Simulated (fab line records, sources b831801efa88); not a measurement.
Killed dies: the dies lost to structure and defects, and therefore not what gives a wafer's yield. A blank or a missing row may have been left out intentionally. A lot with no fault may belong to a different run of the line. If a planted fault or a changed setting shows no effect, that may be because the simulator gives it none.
A struck lot beside a sound one | flow sky130 | 30 steps out of a route of 708
Sound: the wafers L489.2, L489.4, L489.6. Wafers struck: L482.2, L482.5, L482.6. Last of all comes the cause.
At each step with rows: each side's tool, then ch and its chambers, then its first start. Under that, the readings that differ: sound wafers | struck wafers | difference of the means | sigmas: that difference in standard deviations of wafers without a fault.
alike: words and numbers the same on both sides, and readings whose means are apart by under 2 such deviations; not compared: readings that were withheld, readings missing a value for some wafer, numbers with overlapping values and no deviation given by the record, and bounds like >300 which may hide the same value.
The two part at a step that has a row with sigmas, a row that says differs or no value, or rows on one side only. Numbers that don't overlap but have no deviation are shown without sigmas and don't part them. A reading that every wafer of one side lacks parts them only if that side has two wafers or more.

first, 5 steps without rows for these wafers: SKY_SONOS_ONO_COAT_08 (resist thk 1140 nm); SKY_SONOS_ONO_SOFTBAKE_09 (time 60 s); SKY_SONOS_ONO_EXPOSE_10 (exposes mask ONOM, target cd 410 nm); SKY_SONOS_ONO_PEB_11; SKY_SONOS_ONO_DEVELOP_12 (develop time 60 s).
SKY_SONOS_ONO_CD_MEAS_13 targets a cd of 410 nm.
  struck on cdSem-01, day 16 10:23; sound on cdSem-01, day 18 21:40
  alike: cdNm
SKY_SONOS_ONO_OVL_MEAS_14:
  struck on overlay-01, day 16 10:29; sound on overlay-01, day 18 21:47
  alike: SONOS_ONO_OVL
SKY_SONOS_ONO_ETCH_15: etches the open film in CHF3/O2, target depth 19.52 nm, time 7.8 s.
  sound on rieDiel-03 ch 2,3, day 18 21:49; struck on rieDiel-04 ch 1,2,3, day 16 10:31
reading                  | sound       | struck      | difference | sigmas
drypumpMotorCurrentA (A) | 5.1 4.6 4.6 | 6.6 5.3 6.1 | +1.2       | +2
  alike: oesProductAu, throttleValvePct
  not compared: rfHoursCounterH
then, 1 step without rows for these wafers: SKY_SONOS_ONO_WET_ETCH_16 (etches SiO2 in dHF, target depth 14 nm, time 280 s).
SKY_SONOS_ONO_STRIP_17: strips in O2/N2.
  sound on plasmaAsher-02 ch 0,1, day 18 22:00; struck on plasmaAsher-04 ch 0,1, day 16 10:37
  alike: drypumpMotorCurrentA, oesProductAu, stripTimeToEndpointS
  not compared: rfHoursCounterH
then, 2 steps without rows for these wafers: SKY_SONOS_ONO_WET_ETCH_18 (etches Si3N4 in H3PO4, target depth 15 nm, time 172 s); SKY_GATE_OXIDE_CLEAN_00 (cleans in SC1/SC2, time 150 s).
SKY_GATE_OXIDE_OXIDATION_01: stabilise 600 s, purge 300 s, target thk 10.268 nm.
  sound on furnace-01 ch 0, day 19 00:14; struck on furnace-01 ch 0, day 16 11:18
reading                                          | sound                | struck               | difference | sigmas
spikeTcBottomC (C)                               | 915 916 915          | 895 895 895          | -20        | -6
spikeTcCentreC (C)                               | 900.0 898.6 899.2    | 879.6 880.6 880.5    | -19.0      | -17
spikeTcLowerC (C)                                | 899.6 901.4 900.6    | 881.1 881.4 880.4    | -19.6      | -18
spikeTcTopC (C)                                  | 909 910 908          | 887 890 890          | -20        | -7
spikeTcUpperC (C)                                | 899.8 898.8 897.5    | 879.9 880.1 879.0    | -19.0      | -19
tubeCenterTempC (C)                              | 900.03 899.81 899.99 | 880.17 880.24 880.13 | -19.76     | -99 or more
tube_center_temp_C_max                           | 902.6 901.9 902.1    | 882.5 882.3 882.6    | -19.7      | -49
zonePowerBottomPct (%)                           | 26.12 26.17 26.11    | 25.25 25.32 24.90    | -0.98      | -4
zonePowerLowerPct (%)                            | 17.01 17.20 17.23    | 16.56 16.32 16.69    | -0.62      | -3
model.SiO2_of_GATE_OXIDE_OXIDATION_01.thkNm (nm) | 9.921 9.895 10.09    | 8.266 8.161 8.144    | -1.778     | 
SKY_GATE_OXIDE_THK_MEAS_02:
  struck on filmMetro-03, day 16 12:43; sound on filmMetro-03, day 19 01:40
reading                          | sound           | struck         | difference | sigmas
GATE_OXIDE_OXIDATION_00_THK (nm) | 9.90 9.95 10.08 | 8.32 8.18 8.11 | -1.77      | -9
then, 7 steps without rows for these wafers: SKY_GATE_OXIDE_DEHYDRATE_03 (time 60 s); SKY_GATE_OXIDE_HMDS_04 (prime time 60 s); SKY_GATE_OXIDE_COAT_05 (resist thk 1140 nm); SKY_GATE_OXIDE_SOFTBAKE_06 (time 60 s); SKY_GATE_OXIDE_EXPOSE_07 (exposes mask LVOM, target cd 600 nm); SKY_GATE_OXIDE_PEB_08; SKY_GATE_OXIDE_DEVELOP_09 (develop time 60 s).
SKY_GATE_OXIDE_OVL_MEAS_10:
  struck on overlay-02, day 17 16:59; sound on overlay-01, day 20 08:25
  alike: GATE_OXIDE_OVL
then, 2 steps without rows for these wafers: SKY_GATE_OXIDE_IMPLANT_11; SKY_GATE_OXIDE_WET_ETCH_12 (etches SiO2 in dHF, target depth 16.8 nm, time 336 s).
SKY_GATE_OXIDE_STRIP_13: strips in O2/N2.
  sound on plasmaAsher-01 ch 0,1, day 20 08:41; struck on plasmaAsher-02 ch 0,1, day 17 17:16
  alike: drypumpMotorCurrentA, oesProductAu, stripTimeToEndpointS
  not compared: rfHoursCounterH
SKY_GATE_OXIDE_TW_MEAS_14:
  struck on filmMetro-04, day 17 17:22; sound on filmMetro-04, day 20 08:48
  alike: GATE_OXIDE_TW
then, 1 step without rows for these wafers: SKY_GATE_OXIDE_CLEAN_15 (cleans in SC1/SC2, time 150 s).
SKY_GATE_OXIDE_OXIDATION_16: stabilise 600 s, purge 300 s, target thk 3.57 nm.
  sound on furnace-02 ch 0, day 20 08:55; struck on furnace-01 ch 0, day 17 18:06
reading                                          | sound             | struck            | difference | sigmas
zonePowerLowerPct (%)                            | 13.70 14.00 13.47 | 13.48 13.30 13.33 | -0.35      | -2
model.SiO2_of_GATE_OXIDE_OXIDATION_01.thkNm (nm) | 11.37 11.34 11.51 | 9.788 9.71 9.691  | -1.677     | 
  alike: spikeTcBottomC, spikeTcCentreC, spikeTcLowerC, spikeTcTopC, spikeTcUpperC, tubeCenterTempC, tube_center_temp_C_max, zonePowerBottomPct
then, 1 step without rows for these wafers: SKY_POLY_GATE_CVD_00 (deposits poly-Si, target thk 180 nm, time 720 s).
-- record jumps: 31 days separate the struck wafers' starts on either side; left off in module POLY_GATE, taken up again in module PAD_OPEN, whose first shown step is the route's number 708 --
SKY_PAD_OPEN_PROBE_99:
  struck on prober-01, day 48 15:39; sound on prober-02, day 50 03:50
reading                             | sound                         | struck                        | difference | sigmas
model.etest.nfet_16v.rOnOhmUm       | 1.384e+04 1.389e+04 1.386e+04 | 1.274e+04 1.269e+04 1.264e+04 | -1.173e+03 | 
model.etest.pfet_16v.rOnOhmUm       | 1.497e+04 1.522e+04 1.539e+04 | 1.456e+04 1.449e+04 1.455e+04 | -6.600e+02 | 
model.etest.pfetG5v0d10v5.rOnOhmUm  | 4676 4645 4708                | 4327 4282 4248                | -391       | 
model.etest.tipSonos.rsOhmSq        | 2603 2573 2612                | 2293 2280 2289                | -309       | 
model.etest.nfetG5v0d10v5.rOnOhmUm  | 1855 1822 1850                | 1711 1699 1691                | -142       | 
model.etest.nfetG5v0d10v5.driveUaUm | 619.2 625.6 612.1             | 712 719.9 724.5               | +100       | 
model.etest.nfet_05v0_nvt.driveUaUm | 591.8 591.5 583.9             | 673.9 670.9 678.4             | +85.3      | 
model.etest.pfetG5v0d10v5.driveUaUm | 346.5 351.7 345.4             | 385.8 391.1 399               | +44.1      | 
  alike: killed_at_M0_to_M3, killed_at_M4_up, killedAtContacts, killedAtFrontEnd, killedAtOther, killedDies, killedOpen, killedShort

== WHERE THEY PART ==
Last at SKY_GATE_OXIDE_OXIDATION_16 as far as this record goes, first at SKY_SONOS_ONO_ETCH_15. Later steps at which nothing parts them and some readings are alike: SKY_PAD_OPEN_PROBE_99.

WHY: what had been put in by the simulator
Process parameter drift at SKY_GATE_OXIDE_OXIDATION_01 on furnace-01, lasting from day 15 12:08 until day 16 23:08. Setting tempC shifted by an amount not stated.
